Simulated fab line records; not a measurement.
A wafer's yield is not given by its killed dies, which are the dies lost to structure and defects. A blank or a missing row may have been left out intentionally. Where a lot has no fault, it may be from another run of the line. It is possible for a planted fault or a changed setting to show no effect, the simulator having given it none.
What tool caused it? | flow gf180mcu | 42 wafers from 14 lots sampled at 5 of the route's 602 steps

## WHAT THE GAUGES SHOWED, per wafer
GF_STI_CD_MEAS_12: the cd target is 220 nm.
lot  | measured    | on        | cd-nm (nm)
L474 | day 2 06:11 | cd-sem-02 | 219.5 218.4 219.1
L475 | day 2 12:46 | cd-sem-01 | 219.6 218.8 220.1
L476 | day 2 16:18 | cd-sem-01 | 219.2 219.1 220.5
L480 | day 3 13:22 | cd-sem-01 | 220.4 221.0 220.0
L481 | day 3 18:18 | cd-sem-02 | 216.9 217.7 216.9
L482 | day 3 22:52 | cd-sem-02 | 220.7 220.1 221.3
L484 | day 4 10:04 | cd-sem-02 | 220.4 221.3 220.0
L485 | day 4 14:48 | cd-sem-02 | 220.0 221.3 219.8
L486 | day 4 19:57 | cd-sem-02 | 220.9 220.1 220.9
L487 | day 5 04:47 | cd-sem-01 | 220.1 218.9 219.8
L491 | day 5 23:01 | cd-sem-02 | 221.3 222.6 221.9
L490 | day 5 23:15 | cd-sem-02 | 218.5 219.0 219.5
L492 | day 6 04:12 | cd-sem-01 | 218.2 217.9 217.4
L493 | day 6 07:58 | cd-sem-02 | 220.5 222.2 220.4

GF_MVPSD_TW_MEAS_11.
lot  | measured     | on            | MVPSD_TW
L474 | day 5 03:50  | film-metro-03 | 561 557 559
L475 | day 5 11:06  | film-metro-03 | 560 560 562
L476 | day 5 17:16  | film-metro-01 | 553 556 556
L480 | day 6 21:53  | film-metro-01 | 30 30 30
L481 | day 6 22:23  | film-metro-04 | 29 29 29
L482 | day 7 05:26  | film-metro-01 | 556 556 556
L484 | day 8 03:50  | film-metro-04 | 545 544 547
L485 | day 8 11:38  | film-metro-04 | 551 547 547
L486 | day 8 12:27  | film-metro-04 | 546 548 545
L487 | day 8 18:56  | film-metro-01 | 560 559 555
L491 | day 9 16:08  | film-metro-03 | 556 555 555
L490 | day 9 14:49  | film-metro-04 | 542 545 545
L492 | day 9 18:00  | film-metro-01 | 563 560 559
L493 | day 10 00:35 | film-metro-01 | 555 557 559

## WHAT TOOL EACH LOT RAN ON (gives the tool, then ch and the chambers of the sampled wafers, and finally the start)
lot  | GF_STI_CMP_25                | GF_MVSD_STRIP_10                    | GF_MVPSD_STRIP_10
L474 | cmp-01 ch 0,2, day 2 08:16   | plasma-asher-02 ch 0,1, day 4 14:00 | plasma-asher-01 ch 0,1, day 5 03:44
L475 | cmp-02 ch 0,2,3, day 2 15:01 | plasma-asher-02 ch 1, day 4 21:15   | plasma-asher-01 ch 1, day 5 11:00
L476 | cmp-01 ch 1,2, day 2 20:14   | plasma-asher-03 ch 0,1, day 5 03:26 | plasma-asher-04 ch 0,1, day 5 17:11
L480 | cmp-02 ch 0,1,2, day 3 16:52 | plasma-asher-02 ch 0,1, day 6 05:11 | plasma-asher-01 ch 1, day 6 21:47
L481 | cmp-01 ch 2,3, day 3 20:25   | plasma-asher-01 ch 0,1, day 6 06:29 | plasma-asher-04 ch 0,1, day 6 22:17
L482 | cmp-01 ch 0,3, day 4 00:52   | plasma-asher-02 ch 0,1, day 6 12:59 | plasma-asher-01 ch 0,1, day 7 05:20
L484 | cmp-02 ch 0,1,3, day 4 15:59 | plasma-asher-02 ch 0,1, day 7 11:30 | plasma-asher-02 ch 0,1, day 8 03:44
L485 | cmp-02 ch 1,2, day 4 21:34   | plasma-asher-01 ch 0,1, day 7 19:56 | plasma-asher-02 ch 0,1, day 8 11:32
L486 | cmp-01 ch 0,1,3, day 5 02:52 | plasma-asher-02 ch 0,1, day 7 20:38 | plasma-asher-04 ch 0,1, day 8 12:22
L487 | cmp-02 ch 2,3, day 5 09:35   | plasma-asher-01 ch 0,1, day 8 02:47 | plasma-asher-02 ch 1, day 8 18:50
L491 | cmp-02 ch 1,2, day 6 01:04   | plasma-asher-03 ch 0, day 8 23:02   | plasma-asher-04 ch 0,1, day 9 16:02
L490 | cmp-01 ch 1,2,3, day 6 01:19 | plasma-asher-02 ch 0,1, day 8 22:32 | plasma-asher-01 ch 0,1, day 9 14:44
L492 | cmp-01 ch 1,2,3, day 6 06:14 | plasma-asher-02 ch 0,1, day 9 00:53 | plasma-asher-01 ch 0,1, day 9 17:55
L493 | cmp-01 ch 0,1,2, day 6 10:22 | plasma-asher-02 ch 0,1, day 9 06:59 | plasma-asher-01 ch 0,1, day 10 00:29
- GF_STI_CMP_25: polishes, stops on Si3N4, t overpolish 33 s, target thk 524.6 nm.
- GF_MVSD_STRIP_10: strips in O2/N2.
- GF_MVPSD_STRIP_10: strips in O2/N2.

## AS READ BY THE TOOLS THEMSELVES (means over the sampled wafers that have a number; for cases with no such wafer, the mark the record gives instead)
GF_STI_CMP_25.
lot  | tool   | motor-current-A (A) | overpolish-run-s (s) | time-to-endpoint-s (s)
L474 | cmp-01 | 12.9                | 32.999               | 129
L475 | cmp-02 | 11.8                | 33.007               | 121
L476 | cmp-01 | 12.5                | 32.998               | 125
L480 | cmp-02 | 12.2                | 33.005               | 118
L481 | cmp-01 | 11.7                | 33.005               | 122
L482 | cmp-01 | 11.5                | 33.005               | 120
L484 | cmp-02 | 11.7                | 32.997               | 120
L485 | cmp-02 | 10.6                | 33.001               | 115
L486 | cmp-01 | 11.8                | 33.002               | 123
L487 | cmp-02 | 10.4                | 33.017               | 124
L491 | cmp-02 | 11.0                | 33.000               | 118
L490 | cmp-01 | 12.2                | 32.998               | 128
L492 | cmp-01 | 12.2                | 32.997               | 131
L493 | cmp-01 | 12.7                | 33.006               | 128

GF_MVSD_STRIP_10.
lot  | tool            | chamber-pressure-mTorr (mTorr) | drypump-motor-current-A (A) | heater-power-w (W) | oes-product-au (a.u.) | strip-time-to-endpoint-s (s)
L474 | plasma-asher-02 | 1500.2                         | 6.4                         | 404                | 0.723                 | 36.94
L475 | plasma-asher-02 | 1499.7                         | 6.6                         | 411                | 0.719                 | 36.95
L476 | plasma-asher-03 | 1500.2                         | 5.5                         | 352                | 0.722                 | 36.90
L480 | plasma-asher-02 | -                              | -                           | -                  | -                     | -
L481 | plasma-asher-01 | -                              | -                           | -                  | -                     | -
L482 | plasma-asher-02 | 1498.8                         | 6.4                         | 402                | 0.724                 | 36.95
L484 | plasma-asher-02 | 1499.3                         | 6.2                         | 400                | 0.720                 | 37.02
L485 | plasma-asher-01 | 1499.8                         | 5.4                         | 324                | 0.723                 | 37.06
L486 | plasma-asher-02 | 1501.0                         | 6.2                         | 402                | 0.727                 | 36.88
L487 | plasma-asher-01 | 1500.6                         | 5.4                         | 323                | 0.719                 | 36.94
L491 | plasma-asher-03 | 1500.2                         | 5.2                         | 365                | 0.722                 | 37.18
L490 | plasma-asher-02 | 1501.1                         | 6.3                         | 410                | 0.718                 | 36.99
L492 | plasma-asher-02 | 1498.4                         | 6.4                         | 407                | 0.720                 | 37.07
L493 | plasma-asher-02 | 1500.9                         | 6.4                         | 405                | 0.719                 | 36.82

GF_MVPSD_STRIP_10.
lot  | tool            | chamber-pressure-mTorr (mTorr) | drypump-motor-current-A (A) | heater-power-w (W) | oes-product-au (a.u.) | strip-time-to-endpoint-s (s)
L474 | plasma-asher-01 | 1498.6                         | 5.4                         | 323                | 0.725                 | 36.89
L475 | plasma-asher-01 | 1500.7                         | 6.8                         | 363                | 0.727                 | 36.95
L476 | plasma-asher-04 | 1500.7                         | 6.1                         | 319                | 0.722                 | 37.02
L480 | plasma-asher-01 | 1499.7                         | 6.8                         | 364                | 0.742                 | 81.27
L481 | plasma-asher-04 | 1499.0                         | 6.2                         | 329                | 0.743                 | 81.38
L482 | plasma-asher-01 | 1500.0                         | 5.4                         | 329                | 0.718                 | 36.93
L484 | plasma-asher-02 | 1500.4                         | 6.3                         | 405                | 0.721                 | 36.97
L485 | plasma-asher-02 | 1499.6                         | 6.4                         | 402                | 0.718                 | 36.96
L486 | plasma-asher-04 | 1499.9                         | 6.2                         | 320                | 0.724                 | 36.91
L487 | plasma-asher-02 | 1500.9                         | 6.6                         | 410                | 0.724                 | 36.86
L491 | plasma-asher-04 | 1500.2                         | 6.2                         | 325                | 0.722                 | 36.96
L490 | plasma-asher-01 | 1499.8                         | 6.1                         | 337                | 0.725                 | 36.98
L492 | plasma-asher-01 | 1500.3                         | 6.0                         | 344                | 0.717                 | 36.94
L493 | plasma-asher-01 | 1500.2                         | 5.4                         | 325                | 0.722                 | 36.97

## THE ANSWER, worked out from the rows above alone
Rule: what is usual is taken from the lots themselves. The widest of any qualifying gaps counts: lots, ordered by their means at a reading, are off when they make up no more than a third of the lots, leave a main group of 4 or more, and stand apart from it by 3 or more times the standard deviation of that group's means. A main group whose means are all the same, to the digits that the tables above print for the reading, isn't used. A lot without any number at a reading at which 4 lots or more have one is off too. Any other lot the step has rows for is counted as sound. Order of review: gauges by route order, followed by the tools' own readings, for which a lot's mean as printed above is used. The first step at which some lot is off is used, and at that step the reading that is off furthest; a lot without a number counts as furthest.
Off: L480, L481, seen at GF_MVPSD_TW_MEAS_11 (MVPSD_TW). Main group: mean 554, sd 5.9.
If a tool, at a process step before that reading, ran all the lots that are off and no sound lot after the first of them, it fits. The gauges at GF_MVPSD_TW_MEAS_11 aren't tried: what is off there is off at GF_MVSD_STRIP_10 too, on other tools, and a gauge's error can't cause that. Not one of the candidates tried fits.

## WHAT THE SIMULATOR HAD INSERTED
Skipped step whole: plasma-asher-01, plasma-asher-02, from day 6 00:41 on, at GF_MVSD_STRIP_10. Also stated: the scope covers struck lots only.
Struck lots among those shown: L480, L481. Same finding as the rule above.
